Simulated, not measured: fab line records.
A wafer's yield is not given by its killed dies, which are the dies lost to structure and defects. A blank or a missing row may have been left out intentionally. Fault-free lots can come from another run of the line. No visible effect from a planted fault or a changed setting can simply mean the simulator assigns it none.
A single fault, viewed from 2 desks ; flow sky130 ; numbers are kept per desk, each desk with only its own; the story behind them comes last

== AT THE TOOL OWNER'S DESK: lithoTrack-02 ==
At SKY_SONOS_TUNNEL_SOFTBAKE_03 (time 60 s), the tool's own readings, given per lot that ran on this tool as the mean of the sampled wafers with a number. The brackets show how far a lot's mean lies from the usual mean; more than 4 standard deviations puts the lot out of limits, marked OUT.
Columns: A = runLengthS at SKY_SONOS_TUNNEL_SOFTBAKE_03, usual 89.23 s
lot;first seen here;A
L153;day 11 20:59;89.35
L155;day 12 08:51;89.21
L157;day 12 22:53;89.12
L158;day 13 04:38;89.26
L162;day 14 16:15;120.55 (+99 or more) OUT
L163;day 15 01:20;120.68 (+99 or more) OUT
L165;day 15 18:29;120.56 (+99 or more) OUT
L172;day 18 05:35;89.35
L173;day 18 12:59;89.31
This desk finds L162, L163, L165 out of limits, L162 being first, at day 14 16:15 (runLengthS at SKY_SONOS_TUNNEL_SOFTBAKE_03). Within limits: L153, L155, L157, L158, L172, L173.

== AT THE METROLOGY DESK ==
Lot by lot, what the gauges showed, no matter which tool ran the lot: averages of those sampled wafers that carry a number. The brackets show how far a lot's mean lies from the usual mean; more than 4 standard deviations puts the lot out of limits, marked OUT.
Columns: A = NWELL_00_OVL at SKY_NWELL_OVL_MEAS_10, usual 0.0 nm; B = cdNm at SKY_VT_ADJUST_HVTP_CD_MEAS_07, usual 380 nm; C = VT_ADJUST_LVTN_01_OVL at SKY_VT_ADJUST_LVTN_OVL_MEAS_18, usual -0.4 nm
lot;first seen here;A;B;C
L152;day 4 22:01;0.6;382;-0.2
L153;day 5 03:44;0.3;379;-0.3
L154;day 5 10:08;-0.9;381;1.9
L155;day 5 12:52;-1.1;382;0.3
L156;day 5 19:37;1.5;381;-0.1
L157;day 6 00:11;-2.4;379;1.4
L158;day 6 05:19;1.8;379;-1.7
L161;day 7 02:33;0.3;384;1.6
L162;day 7 06:56;-0.2;381;1.3
L163;day 7 12:59;-0.7;386;-2.1
L165;day 8 02:08;1.5;375;-1.6
L170;day 9 06:32;-1.6;377;-0.8
L172;day 10 00:04;0.5;380;-1.9
L173;day 10 06:15;1.1;385;0.5
L174;day 10 09:07;3.1;376;0.7
This desk's finding: nothing out of limits on any of the 15 lots.

== TAKEN TOGETHER ==
At day 14 16:15, on L162, L163, L165, the tool owner's desk was in a position to raise an alarm.
Metrology desk: nothing out of limits seen.
The metrology desk holds a record of L162, L163, L165, inside its limits.
The lots listed all ran SKY_SONOS_TUNNEL_SOFTBAKE_03 on lithoTrack-02.

== WHAT THE SIMULATOR HAD PUT IN ==
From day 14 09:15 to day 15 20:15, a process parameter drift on lithoTrack-02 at SKY_SONOS_TUNNEL_SOFTBAKE_03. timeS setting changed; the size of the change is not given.
Shown lots that were struck: L162, L163, L165.
Each desk's first reading out of limits, in hours after the fault started: the tool owner's desk, 7.
